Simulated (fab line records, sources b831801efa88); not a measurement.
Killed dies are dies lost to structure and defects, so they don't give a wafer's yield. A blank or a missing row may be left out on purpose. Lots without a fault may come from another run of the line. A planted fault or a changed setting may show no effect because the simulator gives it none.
Chamber matching | flow sky130 | SKY_VIA3_ETCH_14 on rie_diel-01: 4 sister chambers
The step etches BARC in N2/H2, stops on SiO2, time 45.9 s, target depth 60 nm. 4 wafers are shown with their chamber, then 11 later ones without.

WAFERS WITH THEIR CHAMBER
wafer  | chamber | drypump_motor_current_A (A)
L087.3 | 2       | 5.67
L091.2 | 1       | 6.35
L091.5 | 0       | 6.13
L093.3 | 3       | 5.89

WAFERS WITHOUT THEIR CHAMBER
wafer  | drypump_motor_current_A (A)
L093.5 | 6.39
L093.6 | 6.15
L095.2 | 5.67
L095.3 | 5.92
L095.4 | 6.36
L097.1 | 5.92
L097.2 | 6.13
L097.3 | 5.65
L097.4 | 6.39
L097.5 | 5.68
L097.6 | 6.34

WHICH CHAMBER EACH WENT THROUGH
wafer  | from the rows above | in truth
L093.5 | 1                   | 1
L093.6 | 0                   | 0
L095.2 | 2                   | 2
L095.3 | 3                   | 3
L095.4 | 1                   | 1
L097.1 | 3                   | 3
L097.2 | 0                   | 0
L097.3 | 2                   | 2
L097.4 | 1                   | 1
L097.5 | 2                   | 2
L097.6 | 1                   | 1
Placed correctly: 11 of 11. Can't be placed from these rows: 0. Placed wrongly: 0.
How it was worked out, from the rows above alone: a wafer's distance from a chamber is the root of the sum, over the readings, of the square of ((its reading less the chamber's mean) divided by the reading's scatter). The wafer belongs to the nearest chamber; if the next one is less than 2 further off, it can't be placed. A chamber's mean is the mean of its shown wafers. The scatter: with one shown wafer a chamber, the root of the mean of the squares of how far each hidden wafer lies from its nearest shown one.
